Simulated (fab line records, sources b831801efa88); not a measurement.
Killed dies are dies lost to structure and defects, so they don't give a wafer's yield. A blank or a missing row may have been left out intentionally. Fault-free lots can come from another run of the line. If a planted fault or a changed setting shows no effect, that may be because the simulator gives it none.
fab line records -- flow sky130
record lots=5, wafers=15, lastDay=50
route steps=708 shown METAL3@565 VIA3@573 METAL4@598 CAP2M@603 PAD_OPEN@708
lots that met no fault: taken from a fault-free run of the same line
startH: the number of hours between the record's first day and the start of the first shown wafer of the lot -- waitH: hours since the lot's step before -- " the same as in the row above -- L1.1+2: several wafers, shown together as one row -- - no value, or no start given -- * or withheld: withheld -- < > ~ a bound
route shown NAME@n: NAME is a module with steps in the file, n the number in the route of the first one -- usual: mean/standard deviation taken from wafers without a fault -- same: alike in all rows -- chamber/n: place in a boat -- sites: each site's reading -- _std_site: the values' standard deviation -- _edge_site: inner sites' mean taken away from outer sites' mean -- radiusMm: for every site, how far away it sits from the centre of the wafer -- mask NAME#n: copy n -- behind: the last tool/chamber to shape the wafer -- hold: cause of the lot's hold/its duration in hours/its outcome -- device: which transistor (n, p or np) failed to switch -- end of line: tests run on the same wafers once the route is complete -- step lacking rows: just its recipe -- killed: at the first sort, the dies lost to defects and structure; wafer yield is something else -- map: shows each die of a wafer: x if killed, . if not, _ if none is there
set.NAME: setting as actually run; set.NAME@STEP: the setting as run at that earlier step -- model.NAME: the simulator's own value behind a step, which no gauge read
lots seen at some steps along the route; tables by step, rows by wafer
services: from which hour (startH, from the record's first day; less than 0 if before it) a tool's chamber was out of use, for how many hours, and why
## steps
# step SKY_METAL3_DESCUM_15
# recipe chemistry=O2, sourcePowerW=150, biasPowerW=0, pressureMtorr=10, tempC=40, timeS=8
# step SKY_METAL3_ETCH_16
# recipe chemistry=N2/H2, target=BARC, ionEnergyEv=200, biasW=100, pressureMtorr=30, n2FlowSccm=100, h2FlowSccm=200, icpW=500, stopOn=SiO2, timeS=88.2, targetDepthA=600
# step SKY_METAL3_ETCH_17
# recipe target=SiO2, stopOn=TiN, chemistry=C4F8/O2/Ar, sourceW=1500, biasW=1200, pressureMtorr=40, c4f8FlowSccm=withheld, O2_flow_sccm=6, Ar_flow_sccm=300, timeS=3.9, targetDepthA=150
# step SKY_METAL3_METAL_ETCH_18
# recipe targetDepthA=8450, stopOn=SiO2, overEtchFrac=0.3, timeS=183.1, chemistry=Cl2/BCl3, resistSidewallDeg=88, pressureMtorr=10, icpW=900, biasW=48.5, Cl2_flow_sccm=60, bcl3FlowSccm=30
# step SKY_METAL3_STRIP_19
# recipe chemistry=O2/N2, powerW=1400, pressureMtorr=1500, platenTempC=withheld, o2FlowSccm=3000, n2FlowSccm=300, overashFraction=0.5
# step SKY_METAL3_STRIP_20
# recipe chemistry=postEtchResidueRemover, timeS=1200, tempC=72.5
# step SKY_METAL3_CLEAN_21
# recipe chemistry=IPA, timeS=180, tempC=25
# step SKY_METAL3_CLEAN_22
# recipe chemistry=O3/DIW, dry=n2Spin
# step SKY_VIA3_HDPCVD_00
# recipe material=SiO2, targetThkNm=1635, sigmaOpenFrac=0.3, timeS=272.5, tempC=400, sih4FlowSccm=60, pressureMtorr=6
# step SKY_VIA3_CMP_02
# recipe material=SiO2, downForcePsi=4, platenRpm=60, padVelocityMS=0.94248
# usual motorCurrentA=12.9/1.1
lot.wafer,tool,chamber,startH,waitH,motorCurrentA
L188.2,cmp-01,2,904.46,0.3,12.7
L188.1,cmp-01,1,904.46,0.3,13.6
L188.6,cmp-01,3,904.46,0.3,11.5
L196.1,cmp-01,1,963.69,0.1,13.8
L196.3,cmp-01,3,963.69,0.1,11.3
L196.5,cmp-01,2,963.69,0.1,13.4
L197.4,cmp-01,2,972.73,0.1,13.1
L197.6,cmp-01,0,972.73,0.1,13.9
L197.5,cmp-01,1,972.73,0.1,14.0
L198.1,cmp-01,1,984.79,0.1,13.5
L198.6,cmp-01,0,984.79,0.1,14.3
L198.5,cmp-01,1,984.79,0.1,13.5
L209.4,cmp-01,0,1056.74,0.1,13.5
L209.3,cmp-01,1,1056.74,0.1,13.8
L209.2,cmp-01,2,1056.74,0.1,13.5
# step SKY_VIA3_DEHYDRATE_04
# recipe tempC=200, timeS=60
# step SKY_VIA3_HMDS_05
# recipe primeTimeS=60, primeTempC=120
# step SKY_VIA3_COAT_06
# recipe resist=BARC, tempC=withheld, timeS=withheld, spinRpm=3000, resistThkNm=60
# step SKY_VIA3_COAT_07
# recipe resist=KrF-thick, spinRpm=3000, resistThkNm=450
# step SKY_VIA3_SOFTBAKE_08
# recipe tempC=100, timeS=90, resist=KrF-thick
# step SKY_VIA3_EXPOSE_09
# recipe maskId=VIM3, na=0.8, sourceShape=annular, sigmaInner=0.55, sigmaOuter=0.85, targetCdNm=200, doseMj=38
# step SKY_VIA3_PEB_10
# recipe pebTempC=withheld, pebTimeS=withheld, resist=KrF-thick
# step SKY_VIA3_DEVELOP_11
# recipe developTimeS=60, resist=KrF-thick, devTempC=21
# step SKY_VIA3_ETCH_14
# recipe chemistry=N2/H2, target=BARC, ionEnergyEv=200, sourceW=500, biasW=100, pressureMtorr=30, n2FlowSccm=100, h2FlowSccm=200, stopOn=SiO2, timeS=45.9, targetDepthA=600
# step SKY_VIA3_ETCH_15
# recipe target=SiO2, chemistry=C4F8/O2/Ar, targetDepthNm=507, stopOn=TiN, maskMaterial=KrF-thick, sourceW=1500, biasW=1200, pressureMtorr=40, c4f8FlowSccm=withheld, O2_flow_sccm=6, Ar_flow_sccm=300, timeS=78
# step SKY_VIA3_STRIP_16
# recipe chemistry=O2/N2, powerW=1400, pressureMtorr=1500, platenTempC=withheld, o2FlowSccm=3000, n2FlowSccm=300, overashFraction=0.5
# step SKY_VIA3_STRIP_17
# recipe chemistry=postEtchResidueRemover, timeS=1200, tempC=72.5
# step SKY_VIA3_CLEAN_18
# recipe chemistry=IPA, timeS=180, tempC=25
# step SKY_VIA3_CLEAN_19
# recipe chemistry=O3/DIW, dry=n2Spin
# step SKY_VIA3_SPUTTER_20
# recipe material=TiN, targetThkNm=20, chamberPressurePa=5, powerW=4000, timeS=80
# step SKY_VIA3_CVD_21
# recipe material=W, targetThkNm=390, timeS=117.31, tempC=400, pressureTorr=40
# step SKY_VIA3_CMP_24
# recipe stopOn=SiO2, tOverpolishS=20, downForcePsi=3.5, platenRpm=60, targetThkNm=0, padVelocityMS=0.94248
# step SKY_METAL4_SPUTTER_00
# recipe material=Ti, targetThkNm=15, powerW=3000, timeS=10, chamberPressurePa=0.4
# step SKY_METAL4_SPUTTER_01
# recipe material=TiN, targetThkNm=20, powerW=6500, timeS=16.7, chamberPressurePa=0.4
# step SKY_METAL4_SPUTTER_02
# recipe material=AlCu, targetThkNm=735, powerW=10600, timeS=39.1, chamberPressurePa=0.4
# step SKY_METAL4_SPUTTER_03
# recipe material=Ti, targetThkNm=5, powerW=3000, timeS=3.3, chamberPressurePa=0.4
# step SKY_METAL4_SPUTTER_04
# recipe material=TiN, targetThkNm=70, powerW=6500, timeS=58.3, chamberPressurePa=0.4
# step SKY_CAP2M_CVD_00
# recipe material=SiO2, targetThkNm=15.5, tempC=400, timeS=withheld, rfW=450
# step SKY_PAD_OPEN_PROBE_99
# usual defectLimitedYield=82.6/2, killed_at_M0_to_M3=43/7.3, killed_at_M4_up=3.4/1.7, killedAtContacts=24/4.5, killedAtFrontEnd=16/4.4, killedAtOther=0.2/0.51, killedDies=86/9.7, killedOnRim=17/3.7, killedOpen=46/6.6, killedShort=39/7.1, sort_bin_3_pad_short=0.9/0.45, sort_bin_5_function=10.4/1.4, sort_bin_6_memory=6.2/1.2, sortNPass=406/9.7, sortYieldPct=82.6/2
# same grossDies=492, killedAtBackSide=0, sort_bin_4_leakage[%]=0, sort_bin_8_speed[%]=0
lot.wafer,tool,chamber,startH,waitH,defectLimitedYield[%],killed_at_M0_to_M3,killed_at_M4_up,killedAtContacts,killedAtFrontEnd,killedAtOther,killedDies,killedOnRim,killedOpen,killedShort,sort_bin_3_pad_short[%],sort_bin_5_function[%],sort_bin_6_memory[%],sortNPass,sortYieldPct[%],model.etest.tester.sortNPass,model.etest.tester.sortYieldPct,model.etest.tester.sort_bin_5_pct,model.etest.tester.sort_bin_6_pct,model.etest.tester.sort_bin_3_pct
L188.1,prober-02,-,1077.55,0.1,83.5,48,4,19,10,0,81,20,45,36,0.2,11.2,5.1,411,83.5,411,83.54,11.18,5.081,0.2033
L188.2,prober-02,-,1077.60,0.1,85.2,35,3,23,10,2,73,16,41,31,0.6,7.9,6.3,419,85.2,419,85.16,7.927,6.301,0.6098
L188.6,prober-02,-,1077.80,0.2,80.9,49,2,27,16,0,94,15,55,39,1.8,10.8,6.5,398,80.9,398,80.89,10.77,6.504,1.829
L196.1,prober-01,-,1124.16,0.1,60.4,149,5,20,21,0,195,43,43,32,2.2,25.4,12.0,297,60.4,297,60.37,25.41,11.99,2.236
L196.3,prober-01,-,1124.26,0.2,65.9,131,2,15,19,1,168,35,47,32,2.0,20.5,11.6,324,65.9,324,65.85,20.53,11.59,2.033
L196.5,prober-01,-,1124.36,0.2,62.2,154,3,16,13,0,186,38,39,36,1.8,24.2,11.8,306,62.2,306,62.2,24.19,11.79,1.829
L197.4,prober-01,-,1130.06,0.2,61.6,152,4,21,11,1,189,35,43,21,2.2,23.8,12.4,303,61.6,303,61.59,23.78,12.4,2.236
L197.5,prober-01,-,1130.11,0.2,60.2,156,2,24,13,1,196,43,41,42,1.8,25.0,13.0,296,60.2,296,60.16,25,13.01,1.829
L197.6,prober-01,-,1130.16,0.2,59.3,161,2,21,16,0,200,43,44,28,3.3,25.8,11.6,292,59.3,292,59.35,25.81,11.59,3.252
L198.1,prober-01,-,1139.17,0.1,63.2,139,2,23,16,1,181,37,46,32,1.8,22.6,12.4,311,63.2,311,63.21,22.56,12.4,1.829
L198.5,prober-01,-,1139.37,0.2,64.4,134,2,19,20,0,175,39,40,28,3.0,21.5,11.0,317,64.4,317,64.43,21.54,10.98,3.049
L198.6,prober-01,-,1139.42,0.2,61.4,144,3,17,26,0,190,39,43,35,2.6,25.0,11.0,302,61.4,302,61.38,25,10.98,2.642
L209.2,prober-01,-,1197.62,0.1,84.6,42,6,13,15,0,76,13,43,33,0.4,8.5,6.5,416,84.6,416,84.55,8.537,6.504,0.4065
L209.3,prober-01,-,1197.67,0.2,82.7,42,7,23,12,1,85,15,41,44,1.8,11.6,3.9,407,82.7,407,82.72,11.59,3.862,1.829
L209.4,prober-01,-,1197.72,0.2,85.6,36,4,24,7,0,71,14,32,39,0.6,8.5,5.3,421,85.6,421,85.57,8.537,5.285,0.6098
# killed by level:class
L188.1 VIA2:geometricParticle:open=10 METAL1:geometricParticle:short=8 CONTACT:geometricParticle:open=7 LOCAL_INTERCONNECT:geometricParticle:short=6 VIA1:geometricParticle:short=6 VIA3:geometricParticle:open=6 VIA1:geometricParticle:open=4 METAL1:geometricParticle:open=3
L188.2 VIA1:geometricParticle:open=10 CONTACT:geometricParticle:open=7 CONTACT:geometricParticle:short=5 METAL2:geometricParticle:short=5 LI_CONTACT:geometricParticle:open=4 METAL1:geometricParticle:short=4 METAL2:geometricParticle:open=4 POLY_GATE:geometricParticle:open=3
L188.6 VIA1:geometricParticle:open=15 CONTACT:geometricParticle:open=8 VIA3:geometricParticle:open=8 METAL1:geometricParticle:short=7 LI_CONTACT:geometricParticle:open=6 LOCAL_INTERCONNECT:geometricParticle:short=5 FIELD_ISO:geometricParticle:open=4 CONTACT:geometricParticle:short=4
L196.1 VIA3:unspecified=120 VIA1:geometricParticle:open=11 CONTACT:geometricParticle:open=7 POLY_GATE:geometricParticle:open=6 CONTACT:geometricParticle:short=6 POLY_GATE:geometricParticle:short=5 VIA2:geometricParticle:open=5 FIELD_ISO:geometricParticle:short=4
L196.3 VIA3:unspecified=89 VIA1:geometricParticle:open=13 FIELD_ISO:geometricParticle:short=7 VIA1:geometricParticle:short=7 CONTACT:geometricParticle:open=7 FIELD_ISO:geometricParticle:open=5 METAL1:geometricParticle:short=4 VIA2:geometricParticle:open=4
L196.5 VIA3:unspecified=110 VIA1:geometricParticle:open=16 METAL1:geometricParticle:short=6 CONTACT:geometricParticle:short=5 LI_CONTACT:geometricParticle:open=5 FIELD_ISO:geometricParticle:short=4 VIA2:geometricParticle:open=4 CONTACT:geometricParticle:open=4
L197.4 VIA3:unspecified=124 CONTACT:geometricParticle:open=10 VIA1:geometricParticle:open=10 VIA3:geometricParticle:open=6 LI_CONTACT:geometricParticle:open=5 METAL4:geometricParticle:short=4 FIELD_ISO:geometricParticle:open=3 POLY_GATE:geometricParticle:open=3
L197.5 VIA3:unspecified=112 CONTACT:geometricParticle:open=8 METAL2:geometricParticle:short=8 VIA1:geometricParticle:open=7 VIA2:geometricParticle:open=6 VIA3:geometricParticle:short=6 LI_CONTACT:geometricParticle:open=5 CONTACT:geometricParticle:short=5
L197.6 VIA3:unspecified=128 CONTACT:geometricParticle:open=10 VIA1:geometricParticle:open=8 FIELD_ISO:geometricParticle:short=6 VIA2:geometricParticle:open=5 POLY_GATE:geometricParticle:open=4 LI_CONTACT:geometricParticle:open=4 LOCAL_INTERCONNECT:geometricParticle:short=4
L198.1 VIA3:unspecified=103 VIA2:geometricParticle:open=11 CONTACT:geometricParticle:open=8 VIA3:geometricParticle:open=8 LOCAL_INTERCONNECT:geometricParticle:short=7 VIA1:geometricParticle:open=7 POLY_GATE:geometricParticle:short=5 METAL2:geometricParticle:short=5
L198.5 VIA3:unspecified=107 VIA2:geometricParticle:open=9 CONTACT:geometricParticle:open=8 FIELD_ISO:geometricParticle:short=7 VIA1:geometricParticle:open=7 LOCAL_INTERCONNECT:geometricParticle:short=5 FIELD_ISO:geometricParticle:open=4 POLY_GATE:geometricParticle:open=4
L198.6 VIA3:unspecified=112 VIA1:geometricParticle:open=11 FIELD_ISO:geometricParticle:open=7 POLY_GATE:geometricParticle:open=7 CONTACT:geometricParticle:short=6 POLY_GATE:geometricParticle:short=5 CONTACT:geometricParticle:open=5 VIA3:geometricParticle:short=3
L209.2 POLY_GATE:geometricParticle:open=8 METAL1:geometricParticle:short=8 VIA3:geometricParticle:open=8 VIA1:geometricParticle:open=7 METAL2:geometricParticle:short=6 CONTACT:geometricParticle:open=4 CONTACT:geometricParticle:short=4 FIELD_ISO:geometricParticle:open=3
L209.3 METAL2:geometricParticle:short=12 VIA1:geometricParticle:open=11 LI_CONTACT:geometricParticle:open=8 METAL4:geometricParticle:short=7 CONTACT:geometricParticle:short=5 VIA2:geometricParticle:open=5 VIA3:geometricParticle:open=5 LI_CONTACT:geometricParticle:short=4
L209.4 VIA1:geometricParticle:open=7 LOCAL_INTERCONNECT:geometricParticle:short=7 METAL2:geometricParticle:short=7 CONTACT:geometricParticle:open=6 POLY_GATE:geometricParticle:short=5 VIA1:geometricParticle:short=5 VIA2:geometricParticle:open=5 LI_CONTACT:geometricParticle:short=4
# map L196.1 (x killed, . not)
__________xxxx...xx._________
________..xx...xx....._______
______....xxxx......xxx._____
_____x...........x..x....____
____x..x..xx.xx..x...xxx.x___
___.x....x..x.xx.....x.....__
__x..x.xx.xx..x.xxx.....x.x._
_......xxxx...xx...xx........
_x..xx.xx..x..............x.x
_..x.....x.x.x.xx..xx....xx.x
_x.xxxx.x..x...xx.x.....xx.xx
_xx.xx....x...x.x......xx.xx.
_.xx....x.xx....x.x.xxxx...xx
_.xxxx..xx..x.x.x.x....x...xx
_x..xx...xx.x..x.x.x..x......
__..x.x.xx.x...x..x..x....x._
___xxxx.xxxxx.xxxx......x..__
____x....x.xxx.....x....xx___
_____xx.x...x...xxx...xxx____
______xx.xxx.x.x..x..xx._____
________.x..x...x..xx._______
__________.....xx..._________
# map L197.6 (x killed, . not)
__________..xxxx..xx_________
________....x........x_______
______xxx..x.x....xxx.x._____
_____.xxx...xx.......x..x____
____.x.xx..xx.x..x..x.xxx.___
___..x..x..x...x....x.xx.xx__
__.xxx.x.......x.xx.xxx.x..x_
_......xxx..x.x..x.x.x...x...
_x.xxxxxxx.x.x..x..xxx.......
_xx.xx.x....x.x.x..x....x....
_xxx.x.x.x......xxx.x.x.x.x.x
_...x..xxx.xxxxxx...x.x......
_......xxx..xx.......xx.x..xx
_x...x.....xx.xx..x.xxx.....x
_x...xxx..x..xxxx...x....x...
__.x.xx.x.xx..xx..x.xxxxx.x._
___xx........x...xx.x...xx.__
____x.xx.......x.xx.x..x.x___
_____x..x.x......x..x...x____
______x......x.x.x...x.._____
________...x.x..xxxx.x_______
__________.x..xx...._________
## services
tool,chamber,startH,hours,kind
cmp-01,-,886.63,3.1,repair
cmp-01,-,916.25,5.6,pm
cmp-01,-,933.27,1.8,repair
cmp-01,-,1001.38,1.8,repair
## key
firstSign step=SKY_PAD_OPEN_PROBE_99, reading=killed_at_M0_to_M3, direction=up, sigmas=14, usual=43, struck=147
effect step=SKY_PAD_OPEN_PROBE_99, reading=defectLimitedYield, direction=down, sigmas=10, usual=82.6, struck=62.1
modelEffect step=SKY_PAD_OPEN_PROBE_99, value=etest.tester.sortNPass, without=405.9, struck=305.3
metAt SKY_VIA3_CMP_02
struckWafers L196.1,L196.3,L196.5,L197.4,L197.5,L197.6,L198.1,L198.5,L198.6
onsetBetween 904.46 963.69
fault kind=chamberParticleSource, tool=cmp-01, chamber=-, onsetH=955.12, steps=SKY_VIA3_CMP_02, ratePerVisitCm2=0.532, endH=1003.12
